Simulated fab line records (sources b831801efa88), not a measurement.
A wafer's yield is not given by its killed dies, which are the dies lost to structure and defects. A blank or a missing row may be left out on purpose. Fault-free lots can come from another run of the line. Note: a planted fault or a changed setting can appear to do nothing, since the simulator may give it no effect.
Matching of chambers || flow sky130 || SKY_LI_CONTACT_ETCH_15 on rie_diel-04 has 4 sister chambers
The step etches PSG in C4F8/O2/Ar, stops on Si, target depth 600 nm. 8 wafers are shown with their chamber, then 7 later ones without.

== WAFERS WITH THEIR CHAMBER ==
{"wafer": "L080.1", "chamber": 3, "oes_product_au (a.u.)": 0.835}
{"wafer": "L080.5", "chamber": 3, "oes_product_au (a.u.)": 0.838}
{"wafer": "L080.6", "chamber": 2, "oes_product_au (a.u.)": 0.836}
{"wafer": "L086.3", "chamber": 0, "oes_product_au (a.u.)": 0.837}
{"wafer": "L086.4", "chamber": 1, "oes_product_au (a.u.)": 0.838}
{"wafer": "L086.5", "chamber": 0, "oes_product_au (a.u.)": 0.839}
{"wafer": "L093.1", "chamber": 2, "oes_product_au (a.u.)": 0.849}
{"wafer": "L093.2", "chamber": 1, "oes_product_au (a.u.)": 0.837}

== WAFERS WITH NO CHAMBER GIVEN ==
{"wafer": "L093.3", "oes_product_au (a.u.)": 0.842}
{"wafer": "L093.4", "oes_product_au (a.u.)": 0.848}
{"wafer": "L093.5", "oes_product_au (a.u.)": 0.830}
{"wafer": "L093.6", "oes_product_au (a.u.)": 0.837}
{"wafer": "L096.2", "oes_product_au (a.u.)": 0.834}
{"wafer": "L096.5", "oes_product_au (a.u.)": 0.840}
{"wafer": "L096.6", "oes_product_au (a.u.)": 0.829}

== EACH ONE'S CHAMBER ==
{"wafer": "L093.3", "from the rows above": "can't be placed: 2 or 0 or 1 or 3", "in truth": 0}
{"wafer": "L093.4", "from the rows above": "can't be placed: 2 or 0 or 1 or 3", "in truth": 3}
{"wafer": "L093.5", "from the rows above": "can't be placed: 3 or 1 or 0 or 2", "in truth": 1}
{"wafer": "L093.6", "from the rows above": "can't be placed: 1 or 3 or 0 or 2", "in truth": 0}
{"wafer": "L096.2", "from the rows above": "can't be placed: 3 or 1 or 0 or 2", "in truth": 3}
{"wafer": "L096.5", "from the rows above": "can't be placed: 0 or 1 or 2 or 3", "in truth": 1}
{"wafer": "L096.6", "from the rows above": "can't be placed: 3 or 1 or 0 or 2", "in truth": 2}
0 of 7 placed correctly. Not placeable from these rows: 7 (in 7, the candidates include the true chamber). Placed wrongly: 0.
How it was worked out, from the rows above alone: a wafer's distance from a chamber is the root of the sum, over the readings, of the square of ((its reading less the chamber's mean) divided by the reading's scatter). If the next closest chamber is less than 2 further off than the closest, the wafer can't be placed; otherwise it belongs to the closest. Each chamber's mean is taken over the wafers shown for it. The scatter: the root of (the sum of the squares of (reading less its chamber's mean) over the shown wafers, divided by (wafers less chambers)).
